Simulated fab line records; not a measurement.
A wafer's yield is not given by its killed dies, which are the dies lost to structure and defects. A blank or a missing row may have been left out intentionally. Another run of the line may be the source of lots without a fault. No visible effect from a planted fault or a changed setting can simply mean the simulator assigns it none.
8D (eight disciplines) problem report, filled in by code / flow gf180mcu / the parts of the form that need people (team, actions taken, sign-off) are left out

1. THE PROBLEM
At GF_DUAL_GATE_OXIDATION_15, spike tc upper C averages 814.7 C over 6 wafers from 2 lots, while fault-free wafers read 848.9 C, standard deviation 1. That is -34 standard deviations from the usual mean.
The step: stabilise 600 s, purge 300 s, target thk 7.098 nm.
Seen first at day 13 05:59 on furnace-01, wafer L472.1. At this step, 18 wafers from 6 lots have a number in the record. Rule for "out" (also "out of limits"): further than 4 standard deviations from the usual mean. Any other wafer with a number is counted as sound.

2. WHAT IT IS, AND WHAT IT ISN'T
question=which readings at this step | is=spike tc upper C, zone power centre pct, zone power upper pct | is not=spike tc lower C, zone power bottom pct, zone power top pct
question=which lots | is=L472, L473 | is not=L466, L470, L474, L475
question=which wafers of those lots | is=all that have a number | is not=-
question=read on which tools | is=furnace-01 | is not=furnace-02
question=when | is=from day 13 05:59 | is not=up to then (6 sound wafers); but 6 sound wafers of L474, L475 came after

3. SUSPECTS, AND WHAT RULES EACH OUT
Counting: any tool at a process step up to the reading is kept as a suspect provided that every lot that is out went through it and no sound lot did after the first of them.
- furnace-01 at GF_DUAL_GATE_OXIDATION_15 (stabilise 600 s, purge 300 s, target thk 7.098 nm): kept. All lots that are out passed through it, beginning with L472 at day 13 05:59, and no sound lot followed; its final sound lot before that point was L470 at day 13 00:31. Its own readings are out on those wafers: spike tc upper C, zone power centre pct, zone power upper pct.
Left after counting: furnace-01 at GF_DUAL_GATE_OXIDATION_15.

4. THE CAUSE (what the simulator had put in)
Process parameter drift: furnace-01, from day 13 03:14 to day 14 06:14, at GF_DUAL_GATE_OXIDATION_15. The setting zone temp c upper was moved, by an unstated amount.
Only this tool survived the counting.

5. THE CHAIN OF EFFECTS, in route order
Each row: a reading where the mean over the struck wafers with a number is more than 3 standard deviations away from the usual. Only readings for which the record gives a usual standard deviation are gone through. hours: the time from each lot's start at the first step in this table that gives one to its start at this step, as a median over the lots. sigmas: the change in usual standard deviations.
hours=0; step=GF_DUAL_GATE_OXIDATION_15; reading=spike tc centre C; usual=850.9 C; on struck wafers=854.0; change=+3.1; sigmas=+3.2
hours=0; step=GF_DUAL_GATE_OXIDATION_15; reading=spike tc upper C; usual=848.9 C; on struck wafers=814.7; change=-34.2; sigmas=-34
hours=0; step=GF_DUAL_GATE_OXIDATION_15; reading=zone power centre pct; usual=16.77 %; on struck wafers=22.17; change=+5.40; sigmas=+25
hours=0; step=GF_DUAL_GATE_OXIDATION_15; reading=zone power lower pct; usual=17.02 %; on struck wafers=16.07; change=-0.95; sigmas=-3.7
hours=0; step=GF_DUAL_GATE_OXIDATION_15; reading=zone power upper pct; usual=15.2 %; on struck wafers=3.4; change=-11.8; sigmas=-18
The process steps in it:
- GF_DUAL_GATE_OXIDATION_15: stabilise 600 s, purge 300 s, target thk 7.098 nm.

6. WHAT WOULD HAVE CAUGHT IT SOONER
3 hours passed between the start of the fault at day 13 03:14 and the first reading out of limits in this record, taken at day 13 05:59.
